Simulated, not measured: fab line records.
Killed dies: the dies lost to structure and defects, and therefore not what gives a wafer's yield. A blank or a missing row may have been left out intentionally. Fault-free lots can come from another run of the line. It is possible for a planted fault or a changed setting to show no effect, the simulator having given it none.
A struck lot beside a sound one -- flow sky130 -- 30 steps out of a route of 708
Sound: these wafers, L283.2, L283.3, L283.6. Struck: wafers L294.3, L294.4, L294.5. At the end, the cause is stated.
Order at every step that has rows: each side's tool, ch and its chambers, its first start. Under that, the readings that differ: sound wafers -- struck wafers -- difference of the means -- sigmas: that difference in standard deviations of wafers without a fault.
alike: readings with means less than 2 such deviations apart, plus words and numbers identical on both sides. not compared: withheld readings, readings lacking a value on some wafer, bounds such as >300 that could conceal the same value, and numbers that have no deviation in the record and whose values overlap.
Wherever a step has rows on one side only, a row that says differs or no value, or a row with sigmas, the two part there. Numbers that have no deviation but don't overlap get no sigmas and don't part them. Lack of a reading on every wafer of one side parts them only where that side has two or more wafers.

SKY_PWDE_STRIP_09: strips in O2/N2.
  sound on plasma-asher-04 ch 0, day 4 21:53; struck on plasma-asher-04 ch 0,1, day 7 06:01
  alike: drypump-motor-current-A, oes-product-au, strip-time-to-endpoint-s
  not compared: rf-hours-counter-h
SKY_PWDE_TW_MEAS_10:
  struck on film-metro-04, day 7 06:08; sound on film-metro-04, day 4 22:00
  alike: PWDE_TW
then, 7 steps without rows for these wafers: SKY_NWELL_DEHYDRATE_03 (time 60 s); SKY_NWELL_HMDS_04 (prime time 60 s); SKY_NWELL_COAT_05 (resist thk 3000 nm); SKY_NWELL_SOFTBAKE_06; SKY_NWELL_EXPOSE_07 (exposes mask NWM, target cd 840 nm); SKY_NWELL_PEB_08; SKY_NWELL_DEVELOP_09 (develop time 60 s).
SKY_NWELL_OVL_MEAS_10:
  struck on overlay-01, day 8 02:04; sound on overlay-02, day 5 15:25
  alike: NWELL_00_OVL
then, 2 steps without rows for these wafers: SKY_NWELL_IMPLANT_11; SKY_NWELL_IMPLANT_12.
SKY_NWELL_IMPLANT_13:
  sound on implanter-01 ch 0, day 5 15:46; struck on implanter-01 ch 0, day 8 02:26
reading,sound,struck,difference,sigmas
beam-on-s (s),10.31 10.00 10.06,12.57 12.51 12.84,+2.52,+13
faraday-current-uA,3.82 3.95 3.94,3.13 3.16 3.06,-0.79,-10
SKY_NWELL_STRIP_14: strips in O2/N2.
  sound on plasma-asher-02 ch 0, day 5 15:54; struck on plasma-asher-02 ch 0,1, day 8 02:34
  alike: drypump-motor-current-A, oes-product-au, strip-time-to-endpoint-s
  not compared: rf-hours-counter-h
SKY_NWELL_TW_MEAS_15:
  struck on film-metro-04, day 8 02:40; sound on film-metro-01, day 5 16:01
  alike: NWELL_TW
then, 7 steps without rows for these wafers: SKY_NWELL_DEHYDRATE_16 (time 60 s); SKY_NWELL_HMDS_17 (prime time 60 s); SKY_NWELL_COAT_18 (resist thk 3000 nm); SKY_NWELL_SOFTBAKE_19; SKY_NWELL_EXPOSE_20 (exposes mask NWM COMPLEMENT, target cd 840 nm); SKY_NWELL_PEB_21; SKY_NWELL_DEVELOP_22 (develop time 60 s).
SKY_NWELL_OVL_MEAS_23:
  struck on overlay-02, day 8 22:47; sound on overlay-02, day 6 09:53
  alike: NWELL_01_OVL
next, for these wafers, 1 step has no rows: SKY_NWELL_IMPLANT_24.
SKY_NWELL_STRIP_25: strips in O2/N2.
  sound on plasma-asher-04 ch 0,1, day 6 10:04; struck on plasma-asher-02 ch 0,1, day 8 22:59
  alike: drypump-motor-current-A, oes-product-au, strip-time-to-endpoint-s
  not compared: rf-hours-counter-h
SKY_NWELL_TW_MEAS_26:
  struck on film-metro-04, day 8 23:04; sound on film-metro-04, day 6 10:11
  alike: NWELL_2_TW
then, 1 step without rows for these wafers: SKY_NWELL_CLEAN_27 (cleans in SC1/SC2, time 150 s).
SKY_NWELL_RTA_28: time 30 s.
  sound on rtp-anneal-02 ch 0, day 6 10:17; struck on rtp-anneal-01 ch 0, day 8 23:11
  alike: lamp-power-pct, wafer_temp_C_max
SKY_NWELL_RS_MEAS_29: measures by four-point-probe.
  struck on film-metro-02, day 8 23:18; sound on film-metro-04, day 6 10:24
reading,sound,struck,difference,sigmas
NWELL_RS (ohm/sq),620.9 621.0 619.9,617.3 615.5 617.2,-3.9,-2
-- the record jumps here: 41 days lie between the struck wafers' starts before and after (it left off in module NWELL and takes up again in module PAD_OPEN, whose first step shown is number 708 of the route) --
SKY_PAD_OPEN_PROBE_99:
  struck on prober-01, day 49 17:19; sound on prober-01, day 46 21:53
reading,sound,struck,difference,sigmas
model.etest.pfet_01v8_lvt.drive-ua-um,175.5 173.9 173.2,168.1 166.5 167.8,-6.7,
model.etest.pfet_01v8_lvt.off-log10-a-um,-8.947 -8.975 -8.946,-9.693 -9.768 -9.761,-0.785,
model.etest.pfet-g5v0d10v5.off-log10-a-um,-12.25 -12.61 -12.4,-13.53 -13.48 -13.61,-1.12,
model.etest.pfet-g5v0d10v5.vt-sat-v (V),-0.6052 -0.645 -0.614,-0.7618 -0.7361 -0.7716,-0.1351,
model.etest.pfet_16v.vt-v (V),-1.078 -1.077 -1.078,-1.187 -1.187 -1.19,-0.110,
model.etest.pfet-g5v0d10v5.vt-v (V),-0.8059 -0.842 -0.8158,-0.9243 -0.9006 -0.9372,-0.0995,
model.etest.pfet-g5v0d10v5.vt-long-v (V),-0.9176 -0.9136 -0.9135,-1.008 -1.006 -1.016,-0.095,
model.etest.pfet_01v8_lvt.vt-sat-v (V),-0.4386 -0.4477 -0.4466,-0.5064 -0.5076 -0.5077,-0.0629,
  alike: killed_at_M0_to_M3, killed_at_M4_up, killed-at-contacts, killed-at-front-end, killed-at-other, killed-dies, killed-open, killed-short

## WHERE THEY PART
First at SKY_NWELL_IMPLANT_13; last, within this record, at SKY_NWELL_RS_MEAS_29. Later steps at which nothing parts them and some readings are alike: SKY_PAD_OPEN_PROBE_99.

WHY: the cause the simulator had injected
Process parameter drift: implanter-01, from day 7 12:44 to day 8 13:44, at SKY_NWELL_IMPLANT_13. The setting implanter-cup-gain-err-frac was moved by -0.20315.
